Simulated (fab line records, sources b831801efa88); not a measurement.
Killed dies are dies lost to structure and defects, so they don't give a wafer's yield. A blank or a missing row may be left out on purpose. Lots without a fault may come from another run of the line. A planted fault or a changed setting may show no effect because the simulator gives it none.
2 desks, one fault | flow sfq-line | what lay behind the numbers comes last; until then each desk has only its own

THE TOOL OWNER'S DESK: rie-diel-03
The tool's own readings at SFQ_TRILAYER_I3_VIA_ETCH_VIA_ETCH_088 (etches SiO2 in CHF3, stops on Nb, target depth 260 nm): means of the sampled wafers that have a number, for each lot that ran on this tool. Marked OUT: a lot whose mean sits more than 4 standard deviations from the usual mean, which makes it out of limits; the brackets give that distance.
Columns: A = drypump-motor-current-A at SFQ_TRILAYER_I3_VIA_ETCH_VIA_ETCH_088, usual 5.8 A; B = oes-product-au at SFQ_TRILAYER_I3_VIA_ETCH_VIA_ETCH_088, usual 0.855 a.u.; C = rf-fwd-power-W at SFQ_TRILAYER_I3_VIA_ETCH_VIA_ETCH_088, usual 498.2 W
lot  | first seen here | A   | B     | C
L646 | day 41 21:03    | 6.2 | 0.849 | 497.6
L649 | day 43 05:27    | 6.0 | 0.852 | 497.3
L650 | day 45 07:51    | 5.9 | 0.854 | 498.8
L651 | day 45 12:39    | 5.8 | 0.850 | 497.4
L652 | day 45 19:51    | 5.9 | 0.853 | 471.5 (-19) OUT
L653 | day 46 10:15    | 5.9 | 0.851 | 472.9 (-18) OUT
L660 | day 48 18:43    | 6.0 | 0.857 | 497.7
L663 | day 49 20:02    | 5.3 | 0.861 | 499.0
L665 | day 53 04:27    | 5.9 | 0.859 | 497.0
L667 | day 53 09:03    | 5.9 | 0.854 | 497.9
Finding of this desk: L652, L653 out of limits; the first was L652 at day 45 19:51, on rf-fwd-power-W at SFQ_TRILAYER_I3_VIA_ETCH_VIA_ETCH_088. L646, L649, L650, L651, L660, L663, L665, L667 stayed within limits.

METROLOGY DESK
What the gauges read for every lot (on any tool): the sampled wafers with a number, averaged. Marked OUT: a lot whose mean sits more than 4 standard deviations from the usual mean, which makes it out of limits; the brackets give that distance.
Columns: A = L0_MONX_KI_THK at SFQ_L0_THK_MEAS_902, usual 39.7 nm; B = I7_BOW at SFQ_I7_BOW_MEAS_946, usual 9 um
lot  | first seen here | A    | B
L646 | day 1 12:41     | 39.7 | -6
L649 | day 2 03:42     | 39.6 | 16
L650 | day 2 08:41     | 39.7 | 24
L651 | day 2 13:41     | 40.1 | 8
L652 | day 2 18:41     | 40.5 | -4
L653 | day 2 23:41     | 40.0 | -10
L654 | day 3 04:41     | 39.0 | 23
L660 | day 4 10:42     | 39.8 | 14
L662 | day 4 20:41     | 40.0 | -6
L663 | day 5 01:41     | 39.3 | 8
L665 | day 5 11:41     | 40.5 | 26
L666 | day 5 16:41     | 39.3 | 6
L667 | day 5 21:42     | 39.5 | -11
L669 | day 6 07:41     | 39.2 | 10
This desk's verdict: no lot among the 14 shows anything out of limits.

ALL TOGETHER
The tool owner's desk could have raised an alarm at day 45 19:51, on L652, L653.
The metrology desk saw nothing out of limits.
The metrology desk holds a record of L652, L653, inside its limits.
On rie-diel-03, each named lot ran SFQ_TRILAYER_I3_VIA_ETCH_VIA_ETCH_088.

WHAT WAS PUT IN BY THE SIMULATOR
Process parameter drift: rie-diel-03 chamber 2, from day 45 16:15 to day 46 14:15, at SFQ_TRILAYER_I3_VIA_ETCH_VIA_ETCH_088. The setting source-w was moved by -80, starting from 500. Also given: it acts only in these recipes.
Lots struck among those shown: L652, L653.
Hours from the fault's start to each desk's first reading out of limits: the tool owner's desk, 4.
